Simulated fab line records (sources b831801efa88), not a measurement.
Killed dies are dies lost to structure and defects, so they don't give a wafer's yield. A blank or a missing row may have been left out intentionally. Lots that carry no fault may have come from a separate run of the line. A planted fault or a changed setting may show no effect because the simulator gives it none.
Matching of chambers -- flow sfq-line -- SFQ_TRILAYER_I0_DEP_PECVD_027 on pecvd-01 has 3 sister chambers
The step deposits SiO2 from SiH4/N2O, time 111.11 s, target thk 500 nm. 16 wafers are shown with their chamber, then 8 later ones without.

## WAFERS, EACH WITH ITS CHAMBER
wafer,chamber,throttle-valve-pct (%),heater-power-w (W)
L147.2,1,26.6,92
L147.4,2,25.4,71
L147.5,0,26.0,72
L151.2,2,25.6,79
L151.5,0,26.0,69
L151.6,1,26.6,84
L158.2,2,25.5,72
L158.3,0,25.8,75
L158.5,0,25.8,61
L159.2,1,26.6,87
L159.3,2,25.5,82
L159.5,2,25.6,66
L160.1,0,25.7,74
L160.3,1,26.3,77
L160.4,0,26.0,76
L168.2,0,25.7,66

SIGNATURES (means of the wafers above)
reading,chamber 0,chamber 1,chamber 2,scatter within a chamber
throttle-valve-pct,25.857,26.525,25.520,0.128
heater-power-w,70.43,85.00,74.00,5.96
Rule: distance of a wafer from a chamber = root of the sum over the readings of ((wafer's reading minus chamber's mean) / reading's scatter) squared. If the next closest chamber is less than 2 further off than the closest, the wafer can't be placed; otherwise it belongs to the closest. The scatter is the square root of a quotient: the sum, over the shown wafers, of each reading's squared deviation from its chamber's mean, divided by wafers minus chambers.

## WAFERS WITHOUT THEIR CHAMBER
wafer,throttle-valve-pct (%),heater-power-w (W)
L168.4,26.5,93
L168.5,26.0,71
L169.1,25.6,69
L169.5,25.9,67
L169.6,26.3,78
L170.1,25.4,75
L170.3,26.5,90
L170.5,25.6,78

## EACH ONE'S CHAMBER
wafer,from the rows above,in truth
L168.4,1,1
L168.5,0,0
L169.1,can't be placed: 2 or 0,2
L169.5,0,0
L169.6,can't be placed: 1 or 0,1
L170.1,2,2
L170.3,1,1
L170.5,can't be placed: 2 or 0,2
Correct placement for 5 of the 8. Can't be placed from these rows: 3 (the true chamber is among the candidates in 3). Number placed wrongly: 0.
